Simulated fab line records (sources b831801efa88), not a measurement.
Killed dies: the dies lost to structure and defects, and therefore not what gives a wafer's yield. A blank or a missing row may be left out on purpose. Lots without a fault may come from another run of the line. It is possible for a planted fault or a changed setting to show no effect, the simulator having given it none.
A struck lot beside a sound one | flow sky130 | 16 steps out of a route of 708
Sound: these wafers, L636.2, L636.4, L636.5. Struck: wafer L627.4 (L627.3, L627.5, from the same lot, were not struck and are left out); the cause is given at the end.
Order at every step that has rows: each side's tool, ch and its chambers, its first start. Under that, the readings that differ: sound wafers | struck wafers | difference of the means | sigmas: that difference in standard deviations of wafers without a fault.
alike: words and numbers the same on both sides, and readings whose means are apart by under 2 such deviations; not compared: readings that were withheld, readings missing a value for some wafer, numbers with overlapping values and no deviation given by the record, and bounds like >300 which may hide the same value.
Wherever a step has rows on one side only, a row that says differs or no value, or a row with sigmas, the two part there. Numbers that don't overlap but have no deviation are shown without sigmas and don't part them. A reading that every wafer of one side lacks parts them only if that side has two wafers or more.

SKY_CAPM_THK_MEAS_01:
  sound on film metro-03 at day 42 08:40; struck on film metro-01 at day 39 08:50
  alike: CAPM_CVD_00_THK
SKY_CAPM_SPUTTER_02: material TiN, target thk 200 nm, time 166.7 s.
  sound on pvd sputter-02 at day 42 08:43; struck on pvd sputter-04 at day 39 08:52
  alike: throttle valve pct
SKY_CAPM_RS_MEAS_03: measurement is done with a four-point probe.
  sound on film metro-01 at day 42 08:51; struck on film metro-03 at day 39 09:01
  alike: CAPM_TIN_RS
SKY_CAPM_THK_MEAS_04: measures by xrf.
  sound on film metro-01 at day 42 08:58; struck on film metro-03 at day 39 09:07
  alike: CAPM_TIN_THK
then, 7 steps without rows for these wafers: SKY_CAPM_DEHYDRATE_05 (time 60 s); SKY_CAPM_HMDS_06 (prime time 60 s); SKY_CAPM_COAT_07 (resist thk 1140 nm); SKY_CAPM_SOFTBAKE_08 (time 60 s); SKY_CAPM_EXPOSE_09 (exposes mask CAPM, target cd 1000 nm); SKY_CAPM_PEB_10; SKY_CAPM_DEVELOP_11 (develop time 60 s).
SKY_CAPM_OVL_MEAS_12:
  sound on overlay-01 at day 43 06:58; struck on overlay-01 at day 40 10:16
  alike: CAPM_OVL
SKY_CAPM_METAL_ETCH_13: etches TiN in Cl2/BCl3, stops on SiO2, target depth 220 nm, time 62.9 s.
  sound on rie metal-04 ch 0,1, day 43 07:00; struck on rie metal-04 ch 0, day 40 10:19
  reading                                   | sound                | struck | difference | sigmas
  oes product au (a.u.)                     | 0.942 0.942 0.947    | 1.001  | +0.057     | +9
  run length s (s)                          | 91.5 91.3 90.8       | 85.6   | -5.6       | -14
  throttle valve pct (%)                    | 21.896 21.903 21.906 | 21.869 | -0.033     | -3
  model.NOVOLAK_of_CAPM_COAT_07.thk nm (nm) | 998.3 1001 994       | 1010   | +12        |
  model.CAPM.feature depth nm (nm)          | 201.3 199.9 199.4    | 198    | -2         |
  model.etch.depth nm (nm)                  | 201.3 199.9 199.4    | 198    | -2         |
  alike: drypump motor current A, mfc cl2 sccm
  not compared: rf hours counter h
SKY_CAPM_STRIP_14: strips in O2/N2.
  sound on plasma asher-04 ch 0,1, day 43 07:05; struck on plasma asher-03 ch 1, day 40 10:25
  reading               | sound             | struck | difference | sigmas
  oes product au (a.u.) | 0.711 0.709 0.701 | 0.719  | +0.012     | +3
  alike: drypump motor current A, strip time to endpoint s
  not compared: rf hours counter h
then, 1 step without rows for these wafers: SKY_CAPM_STRIP_15 (strips in post etch residue remover, time 1200 s).
-- the record jumps here: 8 days lie between the struck wafers' starts before and after (it left off in module CAPM and takes up again in module PAD_OPEN, whose first step shown is number 708 of the route) --
SKY_PAD_OPEN_PROBE_99:
  sound on prober-01 at day 50 11:55; struck on prober-02 at day 48 03:52
  reading                                    | sound                        | struck     | difference | sigmas
  killed at contacts                         | 31 22 21                     | 15         | -10        | -2
  model.etest.via3 chain.rc ohm              | 9.93 9.914 9.569             | 16.25      | +6.45      |
  model.etest.tester.sort n pass             | 402 411 403                  | 323        | -82        |
  model.etest.tester.sort yield pct (%)      | 81.71 83.54 81.91            | 65.65      | -16.74     |
  model.etest.met3.rs ohm sq rim less centre | 0.0007633 0.0003122 -0.00057 | -0.0008376 | -0.0010061 |
  alike: defect limited yield, killed_at_M0_to_M3, killed_at_M4_up, killed at front end, killed at other, killed dies, killed open, killed short
  not compared: model.etest.met3.line ohm um, model.etest.met3.rs ohm sq, model.etest.tester.sort_bin_4_pct, model.etest.cap ono.under floor

WHERE THEY PART
Last at SKY_PAD_OPEN_PROBE_99 as far as this record goes, first at SKY_CAPM_METAL_ETCH_13.

WHY: what had been put in by the simulator
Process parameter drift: rie metal-04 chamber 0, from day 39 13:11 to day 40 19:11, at SKY_CAPM_METAL_ETCH_13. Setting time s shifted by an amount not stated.
